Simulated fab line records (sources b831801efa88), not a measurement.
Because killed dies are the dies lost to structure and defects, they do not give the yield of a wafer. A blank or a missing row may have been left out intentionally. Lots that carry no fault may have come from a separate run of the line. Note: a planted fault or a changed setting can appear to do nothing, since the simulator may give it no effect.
Which tool was responsible? :: flow sky130 :: at 1 step of a route of 708, 11 lots with 33 wafers sampled

## WHAT THE GAUGES SHOWED, per wafer
SKY_VIA3_CD_MEAS_12: the cd target is 200 nm.
lot: L114
measured: day 40 03:56
on: cdSem-01
cdNm (nm): 199.5 199.7 201.0

lot: L116
measured: day 40 18:07
on: cdSem-02
cdNm (nm): 198.9 199.2 200.4

lot: L117
measured: day 41 04:41
on: cdSem-01
cdNm (nm): 199.7 200.3 200.3

lot: L118
measured: day 41 13:41
on: cdSem-02
cdNm (nm): 197.9 197.4 198.4

lot: L120
measured: day 41 22:38
on: cdSem-01
cdNm (nm): 201.3 199.5 198.9

lot: L122
measured: day 42 03:36
on: cdSem-02
cdNm (nm): 200.8 201.9 203.3

lot: L123
measured: day 42 17:57
on: cdSem-02
cdNm (nm): 197.5 198.5 197.5

lot: L125
measured: day 43 01:23
on: cdSem-02
cdNm (nm): 198.1 199.2 198.9

lot: L128
measured: day 43 12:02
on: cdSem-02
cdNm (nm): 195.9 196.9 196.6

lot: L129
measured: day 43 17:38
on: cdSem-01
cdNm (nm): 198.7 199.9 199.2

lot: L134
measured: day 45 00:00
on: cdSem-01
cdNm (nm): 200.4 199.9 200.5

## TOOL THAT RAN EACH LOT (tool first, then ch and the chambers of the sampled wafers, then the start)
The record shows no process step preceding these readings.

## THE ANSWER, worked out from the rows above alone
Rule: usual is defined by the lots themselves. The widest of any qualifying gaps counts: lots, ordered by their means at a reading, are off when they make up no more than a third of the lots, leave a main group of 4 or more, and stand apart from it by 3 or more times the standard deviation of that group's means. Not used: any main group whose means are identical at the precision the tables above print for the reading. Also off: a lot with no number at a reading for which 4 or more lots have one. Any other lot the step has rows for is counted as sound.
No lot is off on any of the readings shown, so nothing can be concluded from this.

## WHAT THE SIMULATOR HAD PUT IN
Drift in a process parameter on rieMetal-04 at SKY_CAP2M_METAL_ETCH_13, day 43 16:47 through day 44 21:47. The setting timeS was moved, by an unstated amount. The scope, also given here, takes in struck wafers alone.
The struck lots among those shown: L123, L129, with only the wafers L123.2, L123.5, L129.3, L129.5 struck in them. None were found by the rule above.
